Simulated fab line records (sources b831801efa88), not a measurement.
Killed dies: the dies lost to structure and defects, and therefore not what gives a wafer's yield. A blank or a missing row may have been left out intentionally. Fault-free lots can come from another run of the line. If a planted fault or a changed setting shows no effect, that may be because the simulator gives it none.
One fault through the eyes of 2 desks :: flow sky130 :: every desk sees just its own numbers, and what lay behind them comes last

== FROM THE METROLOGY DESK ==
Means of the sampled wafers that have a number, per lot and without regard to the tool the lot ran on: this is what the gauges read. If a lot's mean is further than 4 standard deviations from the usual mean, the lot is out of limits and carries the mark OUT (the distance appears in the brackets).
Columns: A = DNWELL_TW at SKY_DNWELL_TW_MEAS_09, usual 1105; B = NWELL_TW at SKY_NWELL_TW_MEAS_15, usual 1812; C = NWELL_2_TW at SKY_NWELL_TW_MEAS_26, usual 495
lot: L246
first seen here: day 3 13:42
A: 1101
B: 1793
C: 496

lot: L247
first seen here: day 3 21:44
A: 1103
B: 1824
C: 502

lot: L249
first seen here: day 4 05:03
A: 1109
B: 1828
C: 490

lot: L252
first seen here: day 4 22:20
A: 1089
B: 1834
C: 476 (-4.6) OUT

lot: L253
first seen here: day 5 02:59
A: 1116
B: 1791
C: 480

lot: L256
first seen here: day 5 21:10
A: 1090
B: 1797
C: 481

lot: L258
first seen here: day 6 11:17
A: 1100
B: 1816
C: 492

lot: L259
first seen here: day 6 15:55
A: 1100
B: 1817
C: 496

lot: L262
first seen here: day 7 12:21
A: 1106
B: 1803
C: 501

lot: L261
first seen here: day 7 13:05
A: 1098
B: 1804
C: 494

lot: L263
first seen here: day 7 19:39
A: 1113
B: 1832
C: 492

lot: L266
first seen here: day 8 08:34
A: 1101
B: 1798
C: 492

lot: L267
first seen here: day 8 10:27
A: 1126
B: 1836
C: 490
This desk finds L252 out of limits, with the earliest case on L252 at day 7 05:43 (NWELL_2_TW at SKY_NWELL_TW_MEAS_26). L246, L247, L249, L253, L256, L258, L259, L262, L261, L263, L266, L267 stayed within limits.

== DESK OF THE TOOL OWNER: implanter-02 ==
For each lot that ran on this tool, the mean over its sampled wafers that have a number, from the tool's own readings at SKY_NWELL_IMPLANT_24. If a lot's mean is further than 4 standard deviations from the usual mean, the lot is out of limits and carries the mark OUT (the distance appears in the brackets).
Columns: A = beam on s at SKY_NWELL_IMPLANT_24, usual 10.00 s; B = end station pressure torr at SKY_NWELL_IMPLANT_24, usual 5.05e-06 Torr; C = faraday current uA at SKY_NWELL_IMPLANT_24, usual 51.9
lot: L247
first seen here: day 6 02:58
A: 9.95
B: 4.96e-06
C: 52.1

lot: L249
first seen here: day 6 09:55
A: 9.96
B: 5.11e-06
C: 52.1

lot: L252
first seen here: day 7 05:29
A: 8.95 (-5.6) OUT
B: 5.42e-06
C: 58.3 (+6.7) OUT

lot: L253
first seen here: day 7 09:44
A: 8.91 (-5.7) OUT
B: 5.18e-06
C: 59.0 (+7.3) OUT

lot: L256
first seen here: day 8 05:37
A: 9.07 (-4.9) OUT
B: 5.37e-06
C: 57.4 (+5.7) OUT

lot: L266
first seen here: day 11 03:55
A: 10.04
B: 4.62e-06
C: 51.7
This desk's verdict: out of limits on L252, L253, L256, starting with L252 at day 7 05:29 (beam on s at SKY_NWELL_IMPLANT_24). L247, L249, L266 stayed within limits.

== BROUGHT TOGETHER ==
The tool owner's desk could have raised an alarm at day 7 05:29, on L252, L253, L256.
L252 would have let the metrology desk raise an alarm at day 7 05:43.
The metrology desk holds a record of L253, L256, inside its limits.
All the named lots went through SKY_NWELL_IMPLANT_24 on implanter-02.

== WHAT WAS PUT IN BY THE SIMULATOR ==
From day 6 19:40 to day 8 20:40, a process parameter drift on implanter-02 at SKY_NWELL_IMPLANT_24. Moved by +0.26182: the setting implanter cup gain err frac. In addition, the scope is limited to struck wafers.
Shown lots that were struck: L252, L253, L256.
Delay (hours) between the fault's onset and each desk's first out-of-limits reading: 10 at the tool owner's desk, 10 at the metrology desk.
